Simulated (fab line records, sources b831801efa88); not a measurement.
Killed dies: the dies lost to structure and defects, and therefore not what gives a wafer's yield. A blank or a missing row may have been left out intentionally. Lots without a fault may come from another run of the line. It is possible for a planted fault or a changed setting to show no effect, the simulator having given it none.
8D (eight disciplines) problem report, filled in by code + flow gf180mcu + the parts of the form that need people (team, actions taken, sign-off) are left out

== 1. WHAT WENT WRONG ==
Wafers without a fault read 0.3999 Pa, standard deviation 0.00081; chamber_pressure_pa at GF_MIM_SPUTTER_02 reads a mean of 0.4582 Pa on 6 wafers belonging to 2 lots. That is +72 standard deviations from the usual mean.
The step: material AlCu, target thk 450 nm, time 23.9 s.
First observed at day 28 18:26: wafer L503.1, on pvd_sputter-02. Wafers with a number at this step in the record: 18, from 6 lots. Rule for "out", or "out of limits": more than 4 standard deviations from the usual mean. The other wafers with a number count as sound.

== 2. WHAT IT IS, AND WHAT IT ISN'T ==
| question                    | is                     | is not                                                                         |
|-----------------------------|------------------------|--------------------------------------------------------------------------------|
| which readings at this step | chamber_pressure_pa    | -                                                                              |
| which lots                  | L503, L505             | L495, L506, L510, L514                                                         |
| which wafers of those lots  | all that have a number | -                                                                              |
| read on which tools         | pvd_sputter-02         | pvd_sputter-01, pvd_sputter-03                                                 |
| when                        | from day 28 18:26      | up to then (3 sound wafers); but 9 sound wafers of L506, L510, L514 came after |

== 3. THE SUSPECTS, EACH WITH WHAT RULES IT OUT ==
Counting: any tool at a process step up to the reading is kept as a suspect provided that every lot that is out went through it and no sound lot did after the first of them.
- plasma_asher-02 at GF_V4_STRIP_18 (strips in O2/N2): ruled out as a lasting fault. The sound lots L506, L514 went through it after L503, its earliest lot that is out (day 28 17:04).
- pvd_sputter-02 at GF_MIM_SPUTTER_00 (material Ti, target thk 37.5 nm, time 150 s): ruled out as a lasting fault. The sound lots L514 went through it after L503, its earliest lot that is out (day 28 18:18).
- pvd_sputter-02 at GF_MIM_SPUTTER_02 (material AlCu, target thk 450 nm, time 23.9 s): ruled out as a lasting fault. The sound lots L514 went through it after L503, its earliest lot that is out (day 28 18:26).
Left after counting: nothing in the record.

== 4. THE CAUSE (what the simulator had put in) ==
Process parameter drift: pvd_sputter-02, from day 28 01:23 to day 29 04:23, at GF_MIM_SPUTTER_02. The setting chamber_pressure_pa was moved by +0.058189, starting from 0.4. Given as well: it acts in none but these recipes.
Counting ruled it out, wrongly.

== 5. THE EFFECT CHAIN, in route order ==
Each row: a reading whose mean over the struck wafers that have a number lies more than 3 standard deviations from the usual. Readings are gone through only where the record gives a usual standard deviation; hours: the median, over the lots, of the time from a lot's start at the first step in this table giving one to that lot's start at this step; sigmas: the change measured in usual standard deviations.
| hours | step              | reading             | usual     | on struck wafers | change  | sigmas |
|-------|-------------------|---------------------|-----------|------------------|---------|--------|
| 0     | GF_MIM_SPUTTER_02 | chamber_pressure_pa | 0.3999 Pa | 0.4582           | +0.0583 | +72    |
The process steps in it:
- GF_MIM_SPUTTER_02: material AlCu, target thk 450 nm, time 23.9 s.

== 6. WHAT WOULD HAVE CAUGHT IT SOONER ==
In this record the first reading out of limits was taken at day 28 18:26, 17 hours after the fault began at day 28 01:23.
